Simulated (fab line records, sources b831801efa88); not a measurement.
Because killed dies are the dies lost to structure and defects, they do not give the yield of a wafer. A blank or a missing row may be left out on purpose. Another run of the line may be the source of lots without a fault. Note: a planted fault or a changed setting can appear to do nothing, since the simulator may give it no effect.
Which of the tools did it?	flow gf180mcu	Sampling: 12 lots, 36 wafers, 5 of 602 route steps

## WHAT EACH GAUGE READ, for each wafer
GF_V3_CD_MEAS_14: the cd target is 260 nm. Usual: cd_nm reads 259.9 nm (standard deviation 1.4).
lot	measured	on	cd_nm (nm)	flag
L978	day 22 14:10	cd_sem-01	260.6 261.3 260.8	
L980	day 23 18:48	cd_sem-02	262.4 260.7 261.3	
L983	day 24 16:29	cd_sem-01	261.1 262.2 262.3	
L985	day 25 03:46	cd_sem-01	258.0 257.9 257.4	
L984	day 25 04:20	cd_sem-02	259.7 260.4 261.0	
L986	day 25 10:41	cd_sem-02	258.8 258.9 259.3	
L988	day 26 03:43	cd_sem-01	260.4 260.9 262.0	
L989	day 26 14:39	cd_sem-02	261.2 260.9 260.7	
L990	day 26 19:18	cd_sem-02	260.3 258.8 261.0	
L991	day 27 03:33	cd_sem-02	258.3 259.9 259.3	
L993	day 27 10:36	cd_sem-02	260.2 260.6 260.1	
L100	day 29 13:09	cd_sem-01	258.8 259.5 260.8	

GF_V3_OVL_MEAS_15. Usual: V3_OVL gives -2 nm (standard deviation 4.6).
lot	measured	on	V3_OVL (nm)	flag
L978	day 22 14:16	overlay-02	-7 1 -5	
L980	day 23 18:55	overlay-02	-11 0 -3	
L983	day 24 16:36	overlay-02	8 -4 -7	
L985	day 25 03:50	overlay-02	-7 -5 -2	
L984	day 25 04:27	overlay-01	1 -7 -3	
L986	day 25 10:46	overlay-02	-5 0 -6	
L988	day 26 03:49	overlay-01	-2 -3 2	
L989	day 26 14:46	overlay-02	-4 -3 0	
L990	day 26 19:25	overlay-02	-6 -5 3	
L991	day 27 03:40	overlay-01	-2 6 -2	
L993	day 27 10:43	overlay-01	-11 -4 -7	
L100	day 29 13:16	overlay-01	-2 -1 1	

GF_M4_CD_MEAS_14: the cd target is 280 nm. Usual: cd_nm reads 280.0 nm (standard deviation 0.9).
lot	measured	on	cd_nm (nm)	flag
L978	day 23 14:46	cd_sem-02	280.1 280.6 279.3	
L980	day 24 18:05	cd_sem-01	278.7 279.5 278.9	
L983	day 25 15:42	cd_sem-02	280.5 281.2 280.6	
L985	day 26 02:22	cd_sem-01	279.2 280.5 279.0	
L984	day 26 03:17	cd_sem-02	278.1 279.7 279.5	
L986	day 26 09:20	cd_sem-01	280.7 280.5 280.5	
L988	day 27 03:06	cd_sem-01	282.1 281.2 280.7	
L989	day 27 13:02	cd_sem-01	280.3 281.5 279.9	
L990	day 27 17:17	cd_sem-02	291.7 292.4 291.6	OFF
L991	day 28 01:38	cd_sem-02	291.6 289.3 288.8	OFF
L993	day 28 07:36	cd_sem-02	278.6 279.8 278.7	
L100	day 30 09:20	cd_sem-02	280.4 280.7 278.3	

## WHICH TOOL RAN EACH LOT (tool, then ch and the chambers of the sampled wafers, then the start)
lot	GF_M3_STRIP_17	GF_M4_PEB_12
L978	plasma_asher-02 ch 0,1, day 21 11:25	litho_track-04 ch 0, day 23 14:26
L980	plasma_asher-03 ch 0,1, day 22 18:58	litho_track-02 ch 0, day 24 17:44
L983	plasma_asher-01 ch 0,1, day 23 17:23	litho_track-04 ch 0, day 25 15:21
L985	plasma_asher-03 ch 0,1, day 24 05:07	litho_track-04 ch 0, day 26 02:03
L984	plasma_asher-02 ch 0,1, day 24 06:05	litho_track-02 ch 0, day 26 02:56
L986	plasma_asher-02 ch 0,1, day 24 12:01	litho_track-02 ch 0, day 26 09:02
L988	plasma_asher-03 ch 1, day 25 05:49	litho_track-02 ch 0, day 27 02:46
L989	plasma_asher-02 ch 0,1, day 25 17:08	litho_track-01 ch 0, day 27 12:41
L990	plasma_asher-03 ch 0,1, day 25 21:07	litho_track-02 ch 0, day 27 16:56
L991	plasma_asher-03 ch 0,1, day 26 05:28	litho_track-02 ch 0, day 28 01:17
L993	plasma_asher-03 ch 0,1, day 26 13:46	litho_track-04 ch 0, day 28 07:15
L100	plasma_asher-02 ch 0,1, day 28 16:25	litho_track-01 ch 0, day 30 08:59
- GF_M3_STRIP_17: strips in O2/N2.
- GF_M4_PEB_12: peb time 90 s.

## AS READ BY THE TOOLS THEMSELVES (means over the sampled wafers that have a number; for cases with no such wafer, the mark the record gives instead)
GF_M3_STRIP_17. Usual: drypump_motor_current_A 5.6 A, standard deviation 0.42; heater_power_w 345 W, standard deviation 30; oes_product_au 0.538 a.u., standard deviation 0.0054; platen_temp_c 250.01 C, standard deviation 0.16; strip_time_to_endpoint_s 7.39 s, standard deviation 0.069.
lot	tool	drypump_motor_current_A (A)	heater_power_w (W)	oes_product_au (a.u.)	platen_temp_c (C)	strip_time_to_endpoint_s (s)	flag
L978	plasma_asher-02	5.8	304	0.542	249.97	7.37	
L980	plasma_asher-03	5.6	364	0.528	250.07	7.28	
L983	plasma_asher-01	5.4	345	0.539	249.94	7.45	
L985	plasma_asher-03	5.6	361	0.536	249.89	7.32	
L984	plasma_asher-02	5.4	312	0.534	249.96	7.43	
L986	plasma_asher-02	5.4	300	0.533	250.00	7.39	
L988	plasma_asher-03	5.9	366	0.540	250.07	7.46	
L989	plasma_asher-02	5.4	314	0.537	250.01	7.36	
L990	plasma_asher-03	5.7	364	0.533	249.87	7.31	
L991	plasma_asher-03	5.7	364	0.536	249.85	7.31	
L993	plasma_asher-03	5.7	361	0.542	249.97	7.45	
L100	plasma_asher-02	5.8	308	0.538	250.07	7.38	

GF_M4_PEB_12. Usual: heater_power_total_W reads 85.69 W (standard deviation 0.08).
lot	tool	heater_power_total_W (W)	flag
L978	litho_track-04	85.71	
L980	litho_track-02	85.72	
L983	litho_track-04	85.59	
L985	litho_track-04	85.70	
L984	litho_track-02	85.73	
L986	litho_track-02	85.71	
L988	litho_track-02	85.70	
L989	litho_track-01	85.63	
L990	litho_track-02	97.26	OFF
L991	litho_track-02	97.20	OFF
L993	litho_track-04	85.74	
L100	litho_track-01	85.68	

## THE ANSWER, worked out from the rows above alone
Rule: a lot counts as off when the mean over its wafers that have a number is more than 3 standard deviations away from the usual mean. A lot without any number at a reading at which 4 lots or more have one is off too. Any other lot the step has rows for is counted as sound. Order of review: gauges by route order, followed by the tools' own readings, for which a lot's mean as printed above is used. At the first step where some lot is off, the reading lying furthest off is the one used; lots without a number count as furthest.
Off at GF_M4_CD_MEAS_14 (cd_nm): L990, L991.
A tool fits if, at a process step before that reading, it ran every lot that is off, and no sound lot after the first of them. The gauges at GF_M4_CD_MEAS_14 aren't tried: what is off there is off at GF_M4_PEB_12 too, on other tools, and a gauge's error can't cause that. One fits: GF_M4_PEB_12 on litho_track-02. A fault onset in the window from L988 (day 27 02:46, its last sound lot) to L990 (day 27 16:56, its first lot off) fits.
The tool's own readings at GF_M4_PEB_12 bear it out: on the lots that are off they differ by more than 5 times the standard deviation of the sound lots' means. heater_power_total_W reads 97.23 W there against 85.69 W on the sound lots.

## WHAT THE SIMULATOR HAD INSERTED
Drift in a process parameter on litho_track-02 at GF_M4_PEB_12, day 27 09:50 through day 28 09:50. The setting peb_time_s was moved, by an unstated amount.
Struck lots among those shown: L990, L991. Same finding as the rule above.
